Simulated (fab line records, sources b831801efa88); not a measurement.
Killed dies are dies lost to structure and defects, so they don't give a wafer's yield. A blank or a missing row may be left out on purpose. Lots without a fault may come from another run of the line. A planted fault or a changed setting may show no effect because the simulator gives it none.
fab line records | flow sky130
record lots=5 wafers=14 last_day=50
route steps=708 shown VT_ADJUST_PCH@151 SONOS_TUNNEL@154 SONOS_ONO@168 GATE_OXIDE@187 PAD_OPEN@708
lots that met no fault: from a run of the same line without faults
start_h: hours from the record's first day to the start of the lot's first wafer shown | wait_h: hours since the lot's step before | " the same as in the row above | L1.1+2: a row that stands for several wafers | - no value, or no start given | * or withheld: withheld | < > ~ a bound
route shown NAME@n: a module of which the file shows steps, and the number in the route of the first | usual: mean/standard deviation of fault-free wafers | same: alike in all rows | chamber/n: place in a boat | sites: the reading at each site | _std_site: their standard deviation | _edge_site: outer sites' mean less inner sites' | radius_mm: how far each site lies from the wafer's centre | mask NAME#n: copy n | behind: the tool/chamber that last shaped the wafer | hold: why the lot was held/for how many hours/how that ended | device: the transistor (n, p or np) that didn't switch | end of line: the same wafers' tests at the end of the route | a step without rows: its recipe alone | killed: dies lost to structure and defects at the first sort, not the wafer's yield | map: a wafer's dies, x killed, . not, _ none there
set.NAME: the setting as run; set.NAME@STEP: as run at that earlier step | model.NAME: the simulator's own value behind a step, which no gauge read
lots at some steps of the route; a table a step, a row a wafer
services: from which hour (start_h, from the record's first day; less than 0 if before it) a tool's chamber was out of use, for how many hours, and why
## steps
# step SKY_VT_ADJUST_PCH_IMPLANT_08
# recipe species=B energy_kev=10 dose_cm2=5e+11 tilt_deg=withheld
# step SKY_VT_ADJUST_PCH_STRIP_09
# recipe chemistry=O2/N2 power_w=1400 pressure_mtorr=1500 platen_temp_c=withheld o2_flow_sccm=3000 n2_flow_sccm=300 overash_fraction=0.5
# usual chamber_pressure_mTorr=1500.0/1.3 drypump_motor_current_A=5.6/0.5 oes_product_au=0.722/0.0043 strip_time_to_endpoint_s=36.87/0.11
# columns lot.wafer tool chamber start_h wait_h chamber_pressure_mTorr drypump_motor_current_A oes_product_au rf_hours_counter_h strip_time_to_endpoint_s
L919.1 plasma_asher-03 1 225.94 0.1 1499.3 5.4 0.721 54 36.61
L919.3 " 1 " " 1503.0 5.4 0.711 - 36.67
L919.4 " 0 " " 1497.3 6.4 0.722 - 36.58
L928.2 plasma_asher-03 0 297.29 0.1 1501.4 6.4 0.717 61 36.79
L928.5 " 0 " " 1498.8 6.4 0.725 - 36.86
L937.2 plasma_asher-02 0 363.51 0.1 1500.5 4.9 0.716 55 37.02
L937.3 " 0 " " 1498.1 4.9 0.719 - 36.83
L937.4 " 1 " " 1500.2 5.6 0.719 - 36.99
L939.1 plasma_asher-01 0 384.79 0.1 1499.0 5.2 0.719 68 36.94
L939.2 " 1 " " 1499.4 5.4 0.720 68 37.00
L939.4 " 0 " " 1498.9 5.2 0.716 - 36.90
L942.2 plasma_asher-03 0 402.04 0.1 1498.6 6.4 0.724 71 36.95
L942.4 " 0 " " 1499.7 6.4 0.714 - 36.97
L942.6 " 0 " " 1498.2 6.4 0.723 - 36.91
# step SKY_VT_ADJUST_PCH_TW_MEAS_10
# usual VT_ADJUST_PCH_TW=144.2/1.2
# columns lot.wafer tool chamber start_h wait_h VT_ADJUST_PCH_TW
L919.1 film_metro-02 - 226.04 0.1 143.2
L919.3 " - " " 143.4
L919.4 " - " " 144.3
L928.2 film_metro-02 - 297.40 0.1 144.0
L928.5 " - " " 144.4
L937.2 film_metro-03 - 363.62 0.1 144.9
L937.3 " - " " 144.0
L937.4 " - " " 144.2
L939.1 film_metro-01 - 384.89 0.1 142.2
L939.2 " - " " 142.4
L939.4 " - " " 141.7
L942.2 film_metro-01 - 402.15 0.1 142.4
L942.4 " - " " 141.3
L942.6 " - " " 141.7
# step SKY_SONOS_TUNNEL_DEHYDRATE_00
# recipe temp_c=200 time_s=60
# step SKY_SONOS_TUNNEL_HMDS_01
# recipe prime_time_s=60 prime_temp_c=120
# step SKY_SONOS_TUNNEL_COAT_02
# recipe resist=NOVOLAK spin_rpm=3000 resist_thk_nm=1140
# step SKY_SONOS_TUNNEL_SOFTBAKE_03
# recipe temp_c=90 time_s=60 resist=NOVOLAK
# step SKY_SONOS_TUNNEL_EXPOSE_04
# recipe mask_id=TUNM na=0.6 source_shape=conventional sigma_outer=0.6 polarization=unpolarized target_cd_nm=410 dose_mj=136
# step SKY_SONOS_TUNNEL_PEB_05
# recipe temp_c=withheld time_s=* resist=NOVOLAK
# step SKY_SONOS_TUNNEL_DEVELOP_06
# recipe resist=NOVOLAK developer=TMAH develop_time_s=60 dev_temp_c=23
# step SKY_SONOS_TUNNEL_CD_MEAS_07
# recipe target_cd_nm=410
# usual cd_nm=410.4/2
# columns lot.wafer tool chamber start_h wait_h cd_nm
L919.1 cd_sem-02 - 250.01 0.1 411.8
L919.3 " - " " 412.4
L919.4 " - " " 411.2
L928.2 cd_sem-01 - 323.47 0.1 404.6
L928.5 " - " " 408.8
L937.2 cd_sem-01 - 391.43 0.1 410.6
L937.3 " - " " 413.1
L937.4 " - " " 411.8
L939.1 cd_sem-01 - 413.25 0.1 411.0
L939.2 " - " " 413.3
L939.4 " - " " 409.3
L942.2 cd_sem-01 - 432.57 0.1 412.4
L942.4 " - " " 411.6
L942.6 " - " " 412.2
# step SKY_SONOS_TUNNEL_OVL_MEAS_08
# usual SONOS_TUNNEL_OVL=-0.2/1.4
# columns lot.wafer tool chamber start_h wait_h SONOS_TUNNEL_OVL[nm]
L919.1 overlay-02 - 250.13 0.1 0.9
L919.3 " - " " -2.5
L919.4 " - " " -2.1
L928.2 overlay-02 - 323.58 0.1 -0.5
L928.5 " - " " -1.5
L937.2 overlay-02 - 391.53 0.1 -1.5
L937.3 " - " " -0.6
L937.4 " - " " 0.1
L939.1 overlay-01 - 413.37 0.1 -0.3
L939.2 " - " " 0.7
L939.4 " - " " 0.2
L942.2 overlay-02 - 432.68 0.1 -0.4
L942.4 " - " " -0.5
L942.6 " - " " 0.2
# step SKY_SONOS_TUNNEL_IMPLANT_09
# recipe species=B energy_kev=20 dose_cm2=1e+12 tilt_deg=withheld
# columns lot.wafer tool chamber start_h wait_h
L919.1+3+4 implanter-02 0 250.16 0.0
L928.2+5 implanter-01 0 323.63 0.0
L937.2+3+4 implanter-02 0 391.59 0.0
L939.1+2+4 implanter-04 0 413.41 0.0
L942.2+4+6 implanter-02 0 432.73 0.0
# step SKY_SONOS_TUNNEL_WET_ETCH_10
# recipe chemistry=dHF target_depth_nm=14 target=SiO2 dilution=100:1 temp_c=25 time_s=280
# step SKY_SONOS_TUNNEL_STRIP_11
# recipe chemistry=SPM time_s=600 temp_c=130
# step SKY_SONOS_TUNNEL_TW_MEAS_12
# usual SONOS_TUNNEL_TW=199.0/1.9
# columns lot.wafer tool chamber start_h wait_h SONOS_TUNNEL_TW
L919.1 film_metro-03 - 250.57 0.0 199.9
L919.3 " - " " 200.2
L919.4 " - " " 198.7
L928.2 film_metro-03 - 324.03 0.0 198.2
L928.5 " - " " 199.1
L937.2 film_metro-01 - 392.00 0.0 196.3
L937.3 " - " " 195.2
L937.4 " - " " 196.6
L939.1 film_metro-01 - 413.82 0.0 198.9
L939.2 " - " " 197.2
L939.4 " - " " 197.8
L942.2 film_metro-01 - 433.14 0.0 197.8
L942.4 " - " " 196.9
L942.6 " - " " 196.4
# step SKY_SONOS_TUNNEL_CLEAN_13
# recipe chemistry=dHF time_s=20 dilution=100:1 dry=ipa_marangoni
# step SKY_SONOS_ONO_OXIDATION_00
# recipe temp_c=800 ambient=O2 idle_temp_c=700 ramp_up_c_per_min=10 ramp_down_c_per_min=3 stabilise_s=600 purge_s=300 target_thk_a=26 ox_time_s=1249
# step SKY_SONOS_ONO_THK_MEAS_01
# recipe reads=SiO2_of_SONOS_ONO_OXIDATION_00
# usual SONOS_ONO_OXIDATION_THK=2.59/0.053
# columns lot.wafer tool chamber start_h wait_h SONOS_ONO_OXIDATION_THK[nm]
L919.1 film_metro-01 - 252.18 0.0 2.63
L919.3 " - " " 2.59
L919.4 " - " " 2.58
L928.2 film_metro-01 - 326.96 0.0 2.60
L928.5 " - " " 2.65
L937.2 film_metro-04 - 394.24 0.0 2.51
L937.3 " - " " 2.58
L937.4 " - " " 2.63
L939.1 film_metro-04 - 415.24 0.0 2.53
L939.2 " - " " 2.53
L939.4 " - " " 2.57
L942.2 film_metro-02 - 435.66 0.0 2.70
L942.4 " - " " 2.67
L942.6 " - " " 2.69
# step SKY_SONOS_ONO_CVD_02
# recipe material=Si3N4 precursor=DCS/NH3 target_thk_nm=10.5 temp_c=770 time_s=180 pressure_mtorr=250
# step SKY_SONOS_ONO_THK_MEAS_03
# recipe reads=Si3N4_of_SONOS_ONO_CVD_02
# usual SONOS_ONO_CVD_02_THK=10.56/0.12
# columns lot.wafer tool chamber start_h wait_h SONOS_ONO_CVD_02_THK[nm]
L919.1 film_metro-01 - 254.95 0.0 10.48
L919.3 " - " " 10.38
L919.4 " - " " 10.52
L928.2 film_metro-02 - 328.23 0.0 10.51
L928.5 " - " " 10.48
L937.2 film_metro-04 - 395.54 0.0 10.67
L937.3 " - " " 10.59
L937.4 " - " " 10.52
L939.1 film_metro-01 - 416.35 0.0 10.69
L939.2 " - " " 10.67
L939.4 " - " " 10.63
L942.2 film_metro-01 - 436.77 0.0 10.50
L942.4 " - " " 10.50
L942.6 " - " " 10.49
# step SKY_SONOS_ONO_CVD_04
# recipe material=SiO2 precursor=SiH4/N2O target_thk_nm=5.7199 temp_c=900 pressure_mtorr=400
# step SKY_SONOS_ONO_THK_MEAS_05
# recipe reads=SiO2_of_SONOS_ONO_CVD_04
# usual SONOS_ONO_CVD_04_THK=5.68/0.11
# columns lot.wafer tool chamber start_h wait_h SONOS_ONO_CVD_04_THK[nm]
L919.1 film_metro-04 - 256.26 0.0 5.63
L919.3 " - " " 5.81
L919.4 " - " " 5.67
L928.2 film_metro-01 - 329.54 0.0 5.57
L928.5 " - " " 5.64
L937.2 film_metro-04 - 396.85 0.0 5.70
L937.3 " - " " 5.59
L937.4 " - " " 5.62
L939.1 film_metro-01 - 417.66 0.0 5.78
L939.2 " - " " 5.82
L939.4 " - " " 5.69
L942.2 film_metro-01 - 438.21 0.0 5.79
L942.4 " - " " 5.84
L942.6 " - " " 5.92
# step SKY_SONOS_ONO_DEHYDRATE_06
# recipe temp_c=200 time_s=60
# step SKY_SONOS_ONO_HMDS_07
# recipe prime_time_s=60 prime_temp_c=120
# step SKY_SONOS_ONO_COAT_08
# recipe resist=NOVOLAK spin_rpm=3000 resist_thk_nm=1140
# step SKY_SONOS_ONO_SOFTBAKE_09
# recipe temp_c=90 time_s=60 resist=NOVOLAK
# step SKY_SONOS_ONO_EXPOSE_10
# recipe mask_id=ONOM target_cd_nm=410 na=0.6 source_shape=conventional sigma_outer=0.6 dose_mj=150
# step SKY_SONOS_ONO_PEB_11
# recipe temp_c=withheld time_s=* resist=NOVOLAK
# step SKY_SONOS_ONO_DEVELOP_12
# recipe develop_time_s=60 dev_temp_c=23
# step SKY_SONOS_ONO_CD_MEAS_13
# recipe target_cd_nm=410
# usual cd_nm=409.7/2.3
# columns lot.wafer tool chamber start_h wait_h cd_nm
L919.1 cd_sem-01 - 280.35 0.1 409.5
L919.3 " - " " 409.8
L919.4 " - " " 407.4
L928.2 cd_sem-01 - 356.13 0.1 410.7
L928.5 " - " " 410.2
L937.2 cd_sem-01 - 426.43 0.1 411.0
L937.3 " - " " 410.8
L937.4 " - " " 409.3
L939.1 cd_sem-02 - 448.17 0.1 410.2
L939.2 " - " " 409.7
L939.4 " - " " 410.6
L942.2 cd_sem-01 - 468.89 0.1 410.5
L942.4 " - " " 410.2
L942.6 " - " " 410.2
# step SKY_SONOS_ONO_OVL_MEAS_14
# usual SONOS_ONO_OVL=0.0/1.3
# columns lot.wafer tool chamber start_h wait_h SONOS_ONO_OVL[nm]
L919.1 overlay-01 - 280.47 0.1 1.9
L919.3 " - " " -0.5
L919.4 " - " " 1.3
L928.2 overlay-02 - 356.23 0.1 -0.8
L928.5 " - " " -0.5
L937.2 overlay-02 - 426.53 0.1 0.7
L937.3 " - " " 0.8
L937.4 " - " " 0.9
L939.1 overlay-02 - 448.29 0.1 -0.2
L939.2 " - " " -2.8
L939.4 " - " " -1.4
L942.2 overlay-01 - 469.00 0.1 0.0
L942.4 " - " " -1.1
L942.6 " - " " 0.7
# step SKY_SONOS_ONO_ETCH_15
# recipe target_depth_nm=19.52 chemistry=CHF3/O2 source_w=600 bias_w=200 pressure_mtorr=40 chf3_flow_sccm=50 O2_flow_sccm=5 time_s=7.8
# usual O2_flow_sccm=4.999/0.017 chamber_pressure_mTorr=40.00/0.037 drypump_motor_current_A=5.7/0.38 oes_product_au=0.999/0.0086 throttle_valve_pct=8.825/0.0097
# columns lot.wafer tool chamber start_h wait_h O2_flow_sccm chamber_pressure_mTorr drypump_motor_current_A oes_product_au rf_hours_counter_h throttle_valve_pct
L919.1 rie_diel-01 3 280.51 0.0 4.989 39.99 6.0 0.991 4 8.826
L919.3 " 2 " " 5.046 39.97 6.2 1.000 19 8.845
L919.4 " 0 " " 5.016 40.07 5.2 1.009 100 8.824
L928.2 rie_diel-01 1 356.26 0.0 4.990 40.01 5.7 1.002 3 8.844
L928.5 " 2 " " 4.991 40.05 6.2 0.996 - 8.823
L937.2 rie_diel-03 0 426.56 0.0 4.988 40.00 6.5 0.995 79 8.839
L937.3 " 3 " " 4.990 40.03 5.7 1.001 7 8.811
L937.4 " 2 " " 5.029 39.98 5.2 0.987 1 8.812
L939.1 rie_diel-01 3 448.33 0.0 4.997 39.97 5.9 0.989 7 8.814
L939.2 " 1 " " 5.025 39.99 5.8 1.006 4 8.818
L939.4 " 2 " " 5.001 39.98 6.2 1.012 - 8.811
L942.2 rie_diel-02 3 469.03 0.0 4.994 40.03 5.9 1.000 12 8.827
L942.4 " 2 " " 4.954 40.04 5.6 0.990 0 8.832
L942.6 " 1 " " 5.028 40.03 5.5 0.995 - 8.817
# step SKY_SONOS_ONO_WET_ETCH_16
# recipe chemistry=dHF target_depth_nm=14 dry=n2_spin target=SiO2 dilution=100:1 temp_c=25 time_s=280
# step SKY_SONOS_ONO_STRIP_17
# recipe chemistry=O2/N2 power_w=1400 pressure_mtorr=1500 platen_temp_c=withheld o2_flow_sccm=3000 n2_flow_sccm=300 overash_fraction=0.5
# usual chamber_pressure_mTorr=1499.8/1.3 drypump_motor_current_A=5.7/0.34 oes_product_au=0.710/0.0043 strip_time_to_endpoint_s=14.12/0.044
# columns lot.wafer tool chamber start_h wait_h chamber_pressure_mTorr drypump_motor_current_A oes_product_au rf_hours_counter_h strip_time_to_endpoint_s
L919.1 plasma_asher-04 1 280.61 0.0 1499.4 5.8 0.711 16 14.10
L919.3 " 1 " " 1499.3 5.8 0.708 - 14.12
L919.4 " 0 " " 1498.9 5.7 0.711 - 14.07
L928.2 plasma_asher-04 0 356.37 0.0 1498.7 5.6 0.709 23 14.19
L928.5 " 1 " " 1500.8 5.8 0.713 - 14.15
L937.2 plasma_asher-04 1 426.67 0.0 1500.4 5.8 0.709 30 14.07
L937.3 " 1 " " 1502.8 5.9 0.708 - 14.09
L937.4 " 0 " " 1501.6 5.6 0.706 - 14.08
L939.1 plasma_asher-04 0 448.44 0.0 1498.2 5.7 0.704 33 14.18
L939.2 " 1 " " 1499.1 5.8 0.705 33 14.12
L939.4 " 0 " " 1500.3 5.6 0.709 - 14.13
L942.2 plasma_asher-01 1 469.14 0.0 1499.6 5.4 0.706 4 14.04
L942.4 " 0 " " 1499.1 5.2 0.713 - 14.08
L942.6 " 0 " " 1499.5 5.2 0.720 - 14.08
# step SKY_SONOS_ONO_WET_ETCH_18
# recipe chemistry=H3PO4 target_depth_nm=15 target=Si3N4 temp_c=160 time_s=172
# step SKY_GATE_OXIDE_CLEAN_00
# recipe chemistry=SC1/SC2 mix=1:4:20 temp_c=70 time_s=150 dry=n2_spin
# step SKY_GATE_OXIDE_OXIDATION_01
# recipe temp_c=900 ambient=O2 stabilise_s=600 purge_s=300 target_thk_a=102.68 ox_time_s=1473
# step SKY_GATE_OXIDE_THK_MEAS_02
# recipe reads=SiO2_of_GATE_OXIDE_OXIDATION_01
# usual GATE_OXIDE_OXIDATION_00_THK=10.26/0.16
# columns lot.wafer tool chamber start_h wait_h GATE_OXIDE_OXIDATION_00_THK[nm]
L919.1 film_metro-04 - 282.63 0.0 10.45
L919.3 " - " " 10.40
L919.4 " - " " 10.21
L928.2 film_metro-03 - 358.27 0.0 10.17
L928.5 " - " " 9.91
L937.2 film_metro-02 - 429.49 0.0 10.17
L937.3 " - " " 10.18
L937.4 " - " " 10.31
L939.1 film_metro-02 - 450.05 0.0 10.23
L939.2 " - " " 10.29
L939.4 " - " " 10.33
L942.2 film_metro-02 - 470.85 0.0 10.25
L942.4 " - " " 10.23
L942.6 " - " " 9.92
# step SKY_GATE_OXIDE_DEHYDRATE_03
# recipe temp_c=200 time_s=60
# step SKY_GATE_OXIDE_HMDS_04
# recipe prime_time_s=60 prime_temp_c=120
# step SKY_GATE_OXIDE_COAT_05
# recipe resist=NOVOLAK spin_rpm=3000 resist_thk_nm=1140
# step SKY_PAD_OPEN_PROBE_99
# usual killed_at_M0_to_M3=42/7.1 killed_at_M4_up=3.3/1.9 killed_at_contacts=24/5 killed_at_front_end=15/4.7 killed_at_other=0.3/0.61 killed_dies=86/9.6 killed_open=47/7.5 killed_short=38/6.6
# same gross_dies=492 killed_at_back_side=0
# columns lot.wafer tool chamber start_h wait_h hold killed_at_M0_to_M3 killed_at_M4_up killed_at_contacts killed_at_front_end killed_at_other killed_dies killed_open killed_short model.etest.tip_sonos.rs_ohm_sq_range
L919.1 prober-02 - 1071.49 0.1 - 42 5 26 26 0 99 52 45 34.15
L919.3 prober-02 - 1071.59 0.2 - 40 3 21 15 0 79 42 37 28.19
L919.4 prober-02 - 1071.64 0.2 - 37 3 20 18 1 79 41 38 28.72
L928.2 prober-01 - 1133.17 0.1 await_dispo/3.1h/release 39 2 32 32 0 105 51 54 94.24
L928.5 prober-01 - 1133.32 0.2 await_dispo/3.1h/release 35 4 27 15 1 82 48 34 33.75
L937.2 prober-02 - 1179.30 0.1 - 43 3 21 23 0 90 51 39 30.21
L937.3 prober-02 - 1179.35 0.2 - 60 3 27 14 0 104 69 35 61.08
L937.4 prober-02 - 1179.40 0.2 - 39 0 35 24 1 99 55 44 45.69
L939.1 prober-02 - 1184.42 0.1 - 34 0 29 15 0 78 50 27 40.27
L939.2 prober-02 - 1184.47 0.1 - 36 8 13 15 0 72 43 28 27.8
L939.4 prober-02 - 1184.57 0.2 - 48 3 29 18 0 98 64 33 43.71
L942.2 prober-01 - 1200.80 0.1 - 47 2 17 23 1 90 53 36 35.52
L942.4 prober-01 - 1200.90 0.2 - 51 3 20 13 0 87 43 44 53.18
L942.6 prober-01 - 1201.00 0.2 - 44 0 27 18 0 89 57 32 45.75
# killed by level:class
L919.1 VIA1:geometric_particle:open=13 CONTACT:geometric_particle:open=11 FIELD_ISO:geometric_particle:short=8 METAL1:geometric_particle:short=8 LI_CONTACT:geometric_particle:open=7 FIELD_ISO:geometric_particle:open=6 METAL4:geometric_particle:short=5 METAL2:geometric_particle:short=5
L919.3 VIA1:geometric_particle:short=10 CONTACT:geometric_particle:open=9 LI_CONTACT:geometric_particle:open=7 VIA1:geometric_particle:open=7 METAL1:geometric_particle:short=5 FIELD_ISO:geometric_particle:open=4 FIELD_ISO:geometric_particle:short=4 VIA3:geometric_particle:open=4
L919.4 VIA1:geometric_particle:open=8 FIELD_ISO:geometric_particle:short=7 CONTACT:geometric_particle:open=7 VIA3:geometric_particle:open=7 VIA1:geometric_particle:short=6 METAL2:geometric_particle:short=6 FIELD_ISO:geometric_particle:open=5 LI_CONTACT:geometric_particle:open=4
L928.2 FIELD_ISO:geometric_particle:short=10 CONTACT:geometric_particle:open=10 LI_CONTACT:geometric_particle:open=8 CONTACT:geometric_particle:short=8 POLY_GATE:geometric_particle:open=7 VIA1:geometric_particle:open=7 VIA2:geometric_particle:short=6 POLY_GATE:geometric_particle:short=6
L928.5 CONTACT:geometric_particle:open=10 VIA1:geometric_particle:open=8 CONTACT:geometric_particle:short=7 VIA2:geometric_particle:open=6 LI_CONTACT:geometric_particle:open=6 FIELD_ISO:geometric_particle:short=5 VIA3:geometric_particle:open=5 FIELD_ISO:geometric_particle:open=4
L937.2 VIA1:geometric_particle:open=10 VIA3:geometric_particle:open=10 CONTACT:geometric_particle:open=8 FIELD_ISO:geometric_particle:open=7 POLY_GATE:geometric_particle:open=5 POLY_GATE:geometric_particle:short=5 METAL2:geometric_particle:short=5 VIA1:geometric_particle:short=5
L937.3 VIA1:geometric_particle:open=16 CONTACT:geometric_particle:open=11 LI_CONTACT:geometric_particle:open=9 VIA3:geometric_particle:open=9 VIA2:geometric_particle:open=7 METAL2:geometric_particle:short=6 FIELD_ISO:geometric_particle:open=4 LI_CONTACT:geometric_particle:short=4
L937.4 LI_CONTACT:geometric_particle:open=11 CONTACT:geometric_particle:open=9 METAL2:geometric_particle:short=9 VIA1:geometric_particle:open=7 CONTACT:geometric_particle:short=6 POLY_GATE:geometric_particle:open=5 LI_CONTACT:geometric_particle:short=5 METAL1:geometric_particle:short=5
L939.1 VIA2:geometric_particle:open=9 LI_CONTACT:geometric_particle:open=8 CONTACT:geometric_particle:open=8 VIA1:geometric_particle:open=6 LOCAL_INTERCONNECT:geometric_particle:short=5 VIA3:geometric_particle:open=5 SPACER:geometric_particle:open=4 METAL2:geometric_particle:short=4
L939.2 VIA2:geometric_particle:open=9 VIA1:geometric_particle:open=7 FIELD_ISO:geometric_particle:open=5 LI_CONTACT:geometric_particle:open=5 VIA3:geometric_particle:open=5 METAL1:geometric_particle:short=5 CONTACT:geometric_particle:open=3 VIA3:geometric_particle:short=3
L939.4 VIA1:geometric_particle:open=12 LI_CONTACT:geometric_particle:open=10 CONTACT:geometric_particle:open=10 VIA2:geometric_particle:open=9 VIA3:geometric_particle:open=7 FIELD_ISO:geometric_particle:open=6 FIELD_ISO:geometric_particle:short=4 LOCAL_INTERCONNECT:geometric_particle:short=4
L942.2 VIA1:geometric_particle:open=18 CONTACT:geometric_particle:open=9 VIA3:geometric_particle:open=8 POLY_GATE:geometric_particle:short=7 FIELD_ISO:geometric_particle:short=6 FIELD_ISO:geometric_particle:open=5 POLY_GATE:geometric_particle:open=4 CONTACT:geometric_particle:short=4
L942.4 METAL1:geometric_particle:short=10 CONTACT:geometric_particle:open=8 VIA1:geometric_particle:open=8 METAL2:geometric_particle:short=6 VIA3:geometric_particle:open=6 POLY_GATE:geometric_particle:open=5 LI_CONTACT:geometric_particle:open=5 VIA1:geometric_particle:short=5
L942.6 VIA1:geometric_particle:open=12 CONTACT:geometric_particle:open=11 VIA3:geometric_particle:open=8 LI_CONTACT:geometric_particle:open=7 POLY_GATE:geometric_particle:open=6 VIA2:geometric_particle:open=5 CONTACT:geometric_particle:short=5 METAL2:geometric_particle:short=5
# map L928.2 (x killed, . not)
__________....x..x.._________
________....x..x.x.xx._______
______x.....x...x.x.x..x_____
_____xx........xx...x.xx.____
____..xx...xx..x..x.......___
___....x...x...x.........x.__
__.x........x..x...x.x.....x_
_..x.......x.....x...x.......
_.x....x.x..........x........
_.x......xxx..x......xx......
_x.x.....x.x....x..........x.
_.x...x.x...x.......x.....x..
_.........x.....x......xx.x..
_....x..x...x..............x.
_.x.......x....x...xx.....x.x
__.x........x......x....x.x._
___.......x....x..x.......x__
____x.....x..x......x..x..___
_____......x....x...x....____
______x...x....x.....x.._____
________...x.x...x.x.._______
__________.....x...._________
# map L919.1 (x killed, . not)
__________....x..x.._________
________........xxxx.x_______
______.....x.xx........._____
_____.xx....x..x......x.x____
____..x....x.x.......x.xx.___
___....x.....x..x..........__
__....x..x....xx...x..x.x.xx_
_xx....x..xxxx.xx............
_x..x...........x...xx.....xx
_..x......x...x.......x....xx
_..................x.....x.x.
_.x.......x............x...x.
_.x..x.x.......x....x.x......
_..x..x.xx......x.xx.x.....x.
_...x.x............x.........
__.....x....x..............._
___.x.x......x.x...........__
____.x...x...............x___
_____x.x.................____
______....x....xx......x_____
________.............x_______
__________.xx......._________
## services
# columns tool chamber start_h hours kind
implanter-01 - 202.82 2.0 pm
rie_diel-01 0 215.21 7.3 repair
rie_diel-03 0 240.28 16.1 repair
rie_diel-02 3 241.75 9.0 repair
plasma_asher-02 - 256.33 1.9 repair
implanter-02 - 261.62 4.6 pm
implanter-02 - 296.90 1.8 repair
plasma_asher-02 - 318.52 7.1 repair
rie_diel-03 1 321.53 4.0 repair
implanter-04 - 328.60 8.0 repair
plasma_asher-04 - 337.48 2.8 pm
plasma_asher-01 - 362.56 11.4 repair
plasma_asher-01 - 368.78 1.1 repair
rie_diel-03 0 400.67 23.0 repair
rie_diel-03 2 406.06 12.8 repair
rie_diel-02 1 408.11 4.5 repair
implanter-02 - 408.44 1.4 repair
implanter-04 - 415.19 12.2 pm
plasma_asher-01 - 421.25 9.0 pm
implanter-04 - 427.80 2.4 repair
plasma_asher-02 - 428.36 10.3 repair
rie_diel-01 0 437.99 1.4 repair
rie_diel-02 3 441.64 8.4 repair
implanter-04 - 444.88 1.0 repair
## key
first_sign step=SKY_PAD_OPEN_PROBE_99 reading=hold direction=added
effect none on later readings
model_effect step=SKY_PAD_OPEN_PROBE_99 value=etest.tip_sonos.rs_ohm_sq_range without=51.05 struck=94.24
met_at SKY_SONOS_TUNNEL_IMPLANT_09
struck_wafers L928.2
tester_left_out L928
fault kind=process_parameter_drift tool=implanter-01 chamber=- onset_h=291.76 steps=SKY_SONOS_TUNNEL_IMPLANT_09 channel=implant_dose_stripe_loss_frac offset=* shape=step end_h=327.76 scope=struck_wafers_only
# tester_left_out: of these lots the tester's yield and bins aren't shown, on N5 and GAA mostly nor the transistor test; their killed dies are dies lost to structure and defects alone, not to doping, threshold or leakage, so they don't give the yield
